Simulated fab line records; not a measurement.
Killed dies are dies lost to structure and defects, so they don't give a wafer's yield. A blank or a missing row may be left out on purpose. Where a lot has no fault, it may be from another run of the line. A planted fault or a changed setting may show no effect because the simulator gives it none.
Which of the tools did it? -- flow gf180mcu -- 15 lots with 42 wafers sampled at 4 steps, on a route of 602 steps

WHAT THE GAUGES READ, wafer by wafer
GF_HV_LDD_TW_MEAS_23.
lot,measured,on,HV_LDD_2_TW
L755,day 10 17:50,film metro-04,1065 1063 1059
L756,day 11 01:15,film metro-03,1069 1076 1068
L757,day 11 10:44,film metro-04,1066 1062 1064
L758,day 11 15:22,film metro-04,1066 1062 1068
L761,day 12 18:49,film metro-03,1065 996
L762,day 12 22:06,film metro-02,1069 1005
L767,day 14 12:06,film metro-02,1073 1006
L768,day 15 02:45,film metro-04,1060 1061 1061
L770,day 15 16:52,film metro-02,1068 1066 1066
L771,day 15 20:37,film metro-02,1069 1071 1074
L774,day 17 05:26,film metro-04,1062 1066 1071
L775,day 17 09:05,film metro-04,1066 1066 1063
L777,day 17 15:22,film metro-04,1065 1068 1070
L776,day 17 16:45,film metro-03,1076 1076 1073
L778,day 18 03:58,film metro-03,1057 1064 1067

GF_HV_LDD_THK_MEAS_57.
lot,measured,on,HV_LDD_CVD_56_THK (nm)
L755,day 12 10:40,film metro-02,89.8 90.3 89.6
L756,day 12 19:00,film metro-03,89.8 90.6 90.0
L757,day 13 05:30,film metro-04,89.4 89.4 90.1
L758,day 13 09:42,film metro-02,88.8 88.1 88.6
L761,day 14 13:51,film metro-02,88.7 88.8
L762,day 14 17:20,film metro-04,88.9 88.3
L767,day 16 10:31,film metro-04,91.8 90.8
L768,day 17 02:55,film metro-02,90.4 90.7 89.8
L770,day 17 16:57,film metro-02,90.0 89.7 89.6
L771,day 17 20:48,film metro-02,90.1 90.2 89.5
L774,day 19 09:38,film metro-03,91.4 90.6 90.9
L775,day 19 12:40,film metro-02,90.1 89.8 88.6
L777,day 19 19:55,film metro-02,90.3 89.2 89.8
L776,day 19 21:13,film metro-02,89.3 89.1 89.6
L778,day 20 09:21,film metro-03,91.0 91.1 91.6

GF_PSD_CD_MEAS_07 targets a cd of 400 nm.
lot,measured,on,cd nm (nm)
L755,day 14 02:02,cd sem-01,399.8 397.7 398.4
L756,day 14 10:59,cd sem-01,399.5 401.6 400.1
L757,day 14 22:17,cd sem-01,398.7 399.7 399.2
L758,day 15 01:41,cd sem-01,400.3 400.3 401.0
L761,day 16 07:55,cd sem-01,399.8 399.7
L762,day 16 12:13,cd sem-02,400.9 399.0
L767,day 18 09:07,cd sem-01,400.5 401.4
L768,day 19 03:05,cd sem-02,402.5 402.8 402.4
L770,day 19 17:58,cd sem-01,405.2 404.9 403.1
L771,day 19 20:56,cd sem-01,398.7 397.4 399.3
L774,day 21 10:29,cd sem-01,400.9 397.7 396.8
L775,day 21 13:51,cd sem-02,402.3 400.4 400.8
L777,day 21 20:38,cd sem-01,399.0 399.9 400.8
L776,day 21 20:56,cd sem-01,402.1 402.0 402.5
L778,day 22 09:32,cd sem-01,399.7 398.1 397.8

WHAT TOOL EACH LOT RAN ON (gives the tool, then ch and the chambers of the sampled wafers, and finally the start)
lot,GF_HV_LDD_IMPLANT_21
L755,"implanter-03 ch 0, day 10 17:36"
L756,"implanter-04 ch 0, day 11 01:02"
L757,"implanter-04 ch 0, day 11 10:29"
L758,"implanter-01 ch 0, day 11 15:07"
L761,"implanter-01 ch 0, day 12 18:34"
L762,"implanter-01 ch 0, day 12 21:54"
L767,"implanter-01 ch 0, day 14 11:53"
L768,"implanter-03 ch 0, day 15 02:30"
L770,"implanter-03 ch 0, day 15 16:37"
L771,"implanter-03 ch 0, day 15 20:22"
L774,"implanter-03 ch 0, day 17 05:11"
L775,"implanter-03 ch 0, day 17 08:51"
L777,"implanter-01 ch 0, day 17 15:07"
L776,"implanter-03 ch 0, day 17 16:32"
L778,"implanter-03 ch 0, day 18 03:43"
- GF_HV_LDD_IMPLANT_21

WHAT THE TOOLS THEMSELVES READ (means of the sampled wafers that have a number; where no wafer has one, the mark that the record gives instead)
GF_HV_LDD_IMPLANT_21.
lot,tool,beam on s (s),faraday current uA
L755,implanter-03,10.14,278
L756,implanter-04,9.93,284
L757,implanter-04,9.87,286
L758,implanter-01,9.93,284
L761,implanter-01,9.07,314
L762,implanter-01,8.94,318
L767,implanter-01,9.28,308
L768,implanter-03,10.03,282
L770,implanter-03,10.11,279
L771,implanter-03,9.80,288
L774,implanter-03,9.91,284
L775,implanter-03,10.11,278
L777,implanter-01,10.13,278
L776,implanter-03,10.15,278
L778,implanter-03,9.93,283

THE ANSWER, worked out from the rows above alone
Rule: what is usual is taken from the lots themselves. Put in order of their means at a reading, lots are off if they are a third of the lots or fewer, leave a main group of 4 or more, and stand apart from it by a gap of 3 or more times the standard deviation of the main group's means; of several such gaps the widest counts. A main group whose means are all the same, to the digits that the tables above print for the reading, isn't used. A lot without any number at a reading at which 4 lots or more have one is off too. The other lots that the step has rows for count as sound. Order of review: gauges by route order, followed by the tools' own readings, for which a lot's mean as printed above is used. The first step at which some lot is off is used, and at that step the reading that is off furthest; a lot without a number counts as furthest.
Off: L761, L762, L767, seen at GF_HV_LDD_TW_MEAS_23 (HV_LDD_2_TW). The main group: mean 1066, standard deviation 4.
If a tool, at a process step before that reading, ran all the lots that are off and no sound lot after the first of them, it fits. Not tried: the gauges at GF_HV_LDD_TW_MEAS_23; whatever is off there is also off at GF_HV_LDD_IMPLANT_21, on other tools, and gauge error can't account for it. No candidate that was tried fits.

WHAT THE SIMULATOR PUT IN
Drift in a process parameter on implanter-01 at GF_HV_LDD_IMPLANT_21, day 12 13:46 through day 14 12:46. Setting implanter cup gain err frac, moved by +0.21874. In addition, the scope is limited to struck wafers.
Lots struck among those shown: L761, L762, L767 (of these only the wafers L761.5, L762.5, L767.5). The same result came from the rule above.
